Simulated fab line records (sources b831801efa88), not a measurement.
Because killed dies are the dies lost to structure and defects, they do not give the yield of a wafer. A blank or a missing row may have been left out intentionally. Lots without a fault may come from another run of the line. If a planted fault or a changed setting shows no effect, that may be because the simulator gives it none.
Which tool was responsible? | flow sky130 | 14 lots with 42 wafers sampled at 3 steps, on a route of 708 steps

## WHAT THE GAUGES READ, wafer by wafer
SKY_VIA1_THK_MEAS_23: measures by xrf. Usual: VIA1_W_THK gives 278 nm (standard deviation 4.5).
lot  | measured     | on           | VIA1_W_THK (nm) | flag
L904 | day 34 01:44 | filmMetro-04 | 291 284 285     | 
L905 | day 34 07:53 | filmMetro-04 | 277 272 275     | 
L906 | day 35 01:31 | filmMetro-03 | 280 278 282     | 
L907 | day 35 02:10 | filmMetro-02 | 283 288 277     | 
L909 | day 36 00:22 | filmMetro-03 | 274 273 273     | 
L912 | day 36 13:12 | filmMetro-02 | 272 273 271     | 
L914 | day 36 23:12 | filmMetro-02 | 275 273 273     | 
L915 | day 37 19:19 | filmMetro-03 | 280 279 280     | 
L916 | day 38 04:08 | filmMetro-02 | 266 270 268     | 
L917 | day 38 09:39 | filmMetro-02 | 274 272 271     | 
L918 | day 38 10:59 | filmMetro-02 | 277 280 279     | 
L919 | day 38 15:49 | filmMetro-03 | 281 287 281     | 
L920 | day 39 01:47 | filmMetro-02 | 278 282 284     | 
L927 | day 40 23:05 | filmMetro-04 | 280 282 282     | 

SKY_VIA2_OVL_MEAS_13. Usual: VIA2_OVL gives 2 nm (standard deviation 5.1).
lot  | measured     | on         | VIA2_OVL (nm) | flag
L904 | day 36 08:51 | overlay-02 | 11 3 5        | 
L905 | day 36 14:41 | overlay-02 | 8 -2 6        | 
L906 | day 37 07:28 | overlay-01 | 2 4 5         | 
L907 | day 37 08:26 | overlay-02 | 2 10 6        | 
L909 | day 38 05:19 | overlay-01 | 1 1 1         | 
L912 | day 38 19:19 | overlay-02 | -4 2 2        | 
L914 | day 39 05:14 | overlay-01 | -1 1 3        | 
L915 | day 39 23:07 | overlay-01 | -1 -9 -2      | 
L916 | day 40 08:22 | overlay-01 | -1 1 -1       | 
L917 | day 40 12:49 | overlay-01 | -1 6 5        | 
L918 | day 40 14:16 | overlay-02 | 8 8 -1        | 
L919 | day 40 18:53 | overlay-02 | -9 2 2        | 
L920 | day 41 03:07 | overlay-02 | 8 -4 7        | 
L927 | day 42 23:47 | overlay-01 | 12 0 -6       | 

## WHAT TOOL EACH LOT RAN ON (gives the tool, then ch and the chambers of the sampled wafers, and finally the start)
lot  | SKY_METAL2_SPUTTER_02
L904 | pvdSputter-01, day 34 02:08
L905 | pvdSputter-01, day 34 08:17
L906 | pvdSputter-01, day 35 01:53
L907 | pvdSputter-02, day 35 02:34
L909 | pvdSputter-01, day 36 00:44
L912 | pvdSputter-02, day 36 13:35
L914 | pvdSputter-03, day 36 23:36
L915 | pvdSputter-01, day 37 19:44
L916 | pvdSputter-01, day 38 04:32
L917 | pvdSputter-02, day 38 10:04
L918 | pvdSputter-01, day 38 11:23
L919 | pvdSputter-01, day 38 16:14
L920 | pvdSputter-03, day 39 02:11
L927 | pvdSputter-03, day 40 23:29
- SKY_METAL2_SPUTTER_02: material AlCu, target thk 250 nm, time 13.3 s.

## WHAT THE TOOLS THEMSELVES READ (means of the sampled wafers that have a number; where no wafer has one, the mark that the record gives instead)
SKY_METAL2_SPUTTER_02. Usual: throttleValvePct at 29.6 %, with a standard deviation of 0.72.
lot  | tool          | throttleValvePct (%) | flag
L904 | pvdSputter-01 | 29.5                 | 
L905 | pvdSputter-01 | 30.2                 | 
L906 | pvdSputter-01 | 30.0                 | 
L907 | pvdSputter-02 | 29.3                 | 
L909 | pvdSputter-01 | 30.7                 | 
L912 | pvdSputter-02 | 29.5                 | 
L914 | pvdSputter-03 | 29.6                 | 
L915 | pvdSputter-01 | 28.7                 | 
L916 | pvdSputter-01 | 29.5                 | 
L917 | pvdSputter-02 | 29.1                 | 
L918 | pvdSputter-01 | 29.1                 | 
L919 | pvdSputter-01 | 29.3                 | 
L920 | pvdSputter-03 | 29.4                 | 
L927 | pvdSputter-03 | 29.4                 | 

## THE ANSWER, worked out from the rows above alone
Rule: take the mean of a lot's wafers that have a number; if it is more than 3 standard deviations from the usual mean, the lot is off. Also off: a lot with no number at a reading for which 4 or more lots have one. Where the step has rows for the other lots, those lots are counted as sound. The gauges are gone through in route order, then the tools' own readings, and for those a lot's mean is taken as printed above. The first step at which some lot is off is used, and at that step the reading that is off furthest; a lot without a number counts as furthest.
No lot is off at any reading shown: from this, nothing can be told.

## WHAT THE SIMULATOR HAD PUT IN
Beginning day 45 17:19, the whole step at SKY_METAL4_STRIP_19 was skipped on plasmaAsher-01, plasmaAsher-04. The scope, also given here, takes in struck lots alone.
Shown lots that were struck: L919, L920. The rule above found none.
